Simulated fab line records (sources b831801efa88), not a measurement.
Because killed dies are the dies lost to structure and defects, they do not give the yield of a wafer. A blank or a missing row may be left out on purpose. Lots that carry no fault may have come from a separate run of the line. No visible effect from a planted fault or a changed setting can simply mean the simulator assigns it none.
Struck lot and sound lot, side by side ; flow sky130 ; 44 steps out of a route of 708
Sound: wafers L115.1, L115.4, L115.6. The struck wafers were L119.3, L119.4, L119.5. At the end, the cause is stated.
Each step with rows lists, per side, the tool, then ch with its chambers, then its first start. Under that, the readings that differ: sound wafers ; struck wafers ; difference of the means ; sigmas: that difference in standard deviations of wafers without a fault.
alike: words and numbers the same on both sides, and readings whose means are apart by under 2 such deviations; not compared: readings that were withheld, readings missing a value for some wafer, numbers with overlapping values and no deviation given by the record, and bounds like >300 which may hide the same value.
Wherever a step has rows on one side only, a row that says differs or no value, or a row with sigmas, the two part there. Numbers that don't overlap but have no deviation are shown without sigmas and don't part them. A reading missing from all wafers of one side parts the sides only when that side holds two or more wafers.

first, 4 steps without rows for these wafers: SKY_LDD_LDN_SOFTBAKE_03 (time 60 s); SKY_LDD_LDN_EXPOSE_04 (exposes mask LDNTM, target cd 700 nm); SKY_LDD_LDN_PEB_05; SKY_LDD_LDN_DEVELOP_06 (develop time 60 s).
SKY_LDD_LDN_OVL_MEAS_07:
  sound on overlay-01, day 25 20:55; struck on overlay-01, day 27 07:50
  alike: LDD_LDN_OVL
then, 4 steps without rows for these wafers: SKY_LDD_LDN_IMPLANT_08; SKY_LDD_LDN_IMPLANT_09; SKY_LDD_LDN_IMPLANT_10; SKY_LDD_LDN_IMPLANT_11.
SKY_LDD_LDN_STRIP_12: strips in O2/N2.
  sound on plasmaAsher-02 ch 0,1, day 25 21:32; struck on plasmaAsher-03 ch 0,1, day 27 08:29
  alike: drypumpMotorCurrentA, oesProductAu, stripTimeToEndpointS
  not compared: rfHoursCounterH
SKY_LDD_LDN_TW_MEAS_13:
  sound on filmMetro-03, day 25 21:38; struck on filmMetro-01, day 27 08:35
  alike: LDD_LDN_TW
then, 1 step without rows for these wafers: SKY_LDD_LDN_CLEAN_14 (cleans in SC1/SC2, time 150 s).
SKY_SPACER_CVD_00: deposits Si3N4 from DCS/NH3, target thk 43.1 nm, time 740 s.
  sound on lpcvd-02 ch 0, day 25 21:45; struck on lpcvd-02 ch 0, day 27 08:40
reading;sound;struck;difference;sigmas
pressureMtorr (mTorr);249.9 250.1 250.7;200.8 200.3 200.8;-49.6;-99 or more
model.Si3N4_of_SPACER_CVD_00.thkNm (nm);43.02 42.84 42.94;40.06 40.11 39.83;-2.93;
  alike: zonePowerBottomPct
SKY_SPACER_THK_MEAS_01:
  sound on filmMetro-02, day 25 22:58; struck on filmMetro-04, day 27 09:54
reading;sound;struck;difference;sigmas
SPACER_CVD_00_THK (nm);43.0 42.8 42.9;40.1 40.1 39.9;-2.9;-7
SKY_SPACER_ETCHBACK_02: etches Si3N4 in CH3F/O2, stops on SiO2, time 46.7 s, target depth 45 nm.
  sound on rieDiel-01 ch 0,2,3, day 25 23:01; struck on rieDiel-03 ch 2,3, day 27 09:56
reading;sound;struck;difference;sigmas
oesProductAu (a.u.);0.860 0.860 0.859;0.819 0.828 0.816;-0.039;-6
throttleValvePct (%);10.573 10.570 10.566;10.552 10.555 10.542;-0.020;-2
model.etch.depthNm (nm);43.02 42.84 42.94;40.06 40.11 39.83;-2.93;
  alike: biasW, drypumpMotorCurrentA
  not compared: rfHoursCounterH
then, 8 steps without rows for these wafers: SKY_POLY_CUT_DEHYDRATE_00 (time 60 s); SKY_POLY_CUT_HMDS_01 (prime time 60 s); SKY_POLY_CUT_COAT_02 (resist thk 60 nm); SKY_POLY_CUT_COAT_03 (resist thk 450 nm); SKY_POLY_CUT_SOFTBAKE_04 (time 90 s); SKY_POLY_CUT_EXPOSE_05 (exposes mask NPCM, target cd 270 nm); SKY_POLY_CUT_PEB_06; SKY_POLY_CUT_DEVELOP_07 (develop time 60 s).
SKY_POLY_CUT_CD_MEAS_08 targets a cd of 270 nm.
  sound on cdSem-02, day 27 03:56; struck on cdSem-02, day 28 14:51
reading;sound;struck;difference;sigmas
cdNm (nm);271.6 273.2 270.5;268.3 269.7 268.0;-3.1;-2
SKY_POLY_CUT_OVL_MEAS_09:
  sound on overlay-02, day 27 04:03; struck on overlay-02, day 28 14:56
  alike: POLY_CUT_OVL
SKY_POLY_CUT_ETCH_10: etches BARC in N2/H2, stops on SiO2, time 45.9 s, target depth 60 nm.
  sound on rieDiel-03 ch 0,3, day 27 04:05; struck on rieDiel-01 ch 0,1,2, day 28 14:58
  alike: biasW, drypumpMotorCurrentA, oesProductAu, throttleValvePct
  not compared: rfHoursCounterH
SKY_POLY_CUT_ETCH_11: etches Si3N4 in CF4/CH2F2/Ar, stops on poly-Si, time 42.5 s, target depth 60 nm.
  sound on rieDiel-03 ch 0,3, day 27 04:08; struck on rieDiel-01 ch 0,1,2, day 28 15:01
  alike: biasW, ch2f2FlowSccm, drypumpMotorCurrentA, oesProductAu, throttleValvePct
  not compared: rfHoursCounterH
SKY_POLY_CUT_STRIP_12: strips in O2/N2.
  sound on plasmaAsher-01 ch 0,1, day 27 04:10; struck on plasmaAsher-01 ch 0,1, day 28 15:05
reading;sound;struck;difference;sigmas
stripTimeToEndpointS (s);5.360 5.369 5.373;5.308 5.329 5.328;-0.046;-3
  alike: drypumpMotorCurrentA, oesProductAu
  not compared: rfHoursCounterH
then, 7 steps without rows for these wafers: SKY_SD_P_DEHYDRATE_00 (time 60 s); SKY_SD_P_HMDS_01 (prime time 60 s); SKY_SD_P_COAT_02 (resist thk 1140 nm); SKY_SD_P_SOFTBAKE_03 (time 60 s); SKY_SD_P_EXPOSE_04 (exposes mask PSDM, target cd 380 nm); SKY_SD_P_PEB_05; SKY_SD_P_DEVELOP_06 (develop time 60 s).
SKY_SD_P_CD_MEAS_07 targets a cd of 380 nm.
  sound on cdSem-02, day 28 08:31; struck on cdSem-02, day 29 18:50
  alike: cdNm
SKY_SD_P_OVL_MEAS_08:
  sound on overlay-02, day 28 08:38; struck on overlay-02, day 29 18:56
  alike: SD_P_OVL
next, for these wafers, 1 step has no rows: SKY_SD_P_IMPLANT_09.
SKY_SD_P_STRIP_10: strips in O2/N2.
  sound on plasmaAsher-04 ch 0, day 28 08:50; struck on plasmaAsher-03 ch 0,1, day 29 19:08
  alike: drypumpMotorCurrentA, oesProductAu, stripTimeToEndpointS
  not compared: rfHoursCounterH
SKY_SD_P_TW_MEAS_11:
  sound on filmMetro-01, day 28 08:56; struck on filmMetro-03, day 29 19:14
reading;sound;struck;difference;sigmas
SD_P_TW;2854 2846 2831;2793 2806 2794;-46;-3
then, 2 steps without rows for these wafers: SKY_RES_XHIGH_DEHYDRATE_00 (time 60 s); SKY_RES_XHIGH_HMDS_01 (prime time 60 s).
-- the record jumps here: 2 days lie between the struck wafers' starts before and after (it left off in module RES_XHIGH and takes up again in module SALICIDE, whose first step shown is number 361 of the route) --
SKY_SALICIDE_CLEAN_00: cleans in HF-last, time 30 s.
  sound on wetBench-02 ch 2, day 30 16:52; struck on wetBench-04 ch 2, day 32 03:35
reading;sound;struck;difference;sigmas
model.Si3N4_of_SPACER_CVD_00.thkNm (nm);42.04 41.86 41.96;39.09 39.14 38.86;-2.92;
-- the record jumps here: 17 days lie between the struck wafers' starts before and after (it left off in module SALICIDE and takes up again in module PAD_OPEN, whose first step shown is number 708 of the route) --
SKY_PAD_OPEN_PROBE_99:
  sound on prober-01, day 47 21:09; struck on prober-01, day 48 17:08
reading;sound;struck;difference;sigmas
model.etest.sonosUncharged.rOnOhmUm;821.7 810.2 819.4;798.1 808.4 809.9;-11.6;
  alike: killed_at_M0_to_M3, killed_at_M4_up, killedAtContacts, killedAtFrontEnd, killedAtOther, killedDies, killedOpen, killedShort

== WHERE THEY PART ==
At SKY_SPACER_CVD_00 first; at SKY_SD_P_TW_MEAS_11 last (within this record only). Later steps at which nothing parts them and some readings are alike: SKY_PAD_OPEN_PROBE_99.

WHY: the cause the simulator had injected
lpcvd-02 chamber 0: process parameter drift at SKY_SPACER_CVD_00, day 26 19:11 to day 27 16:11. A move of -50 in setting pressureMtorr, from 250. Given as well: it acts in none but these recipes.
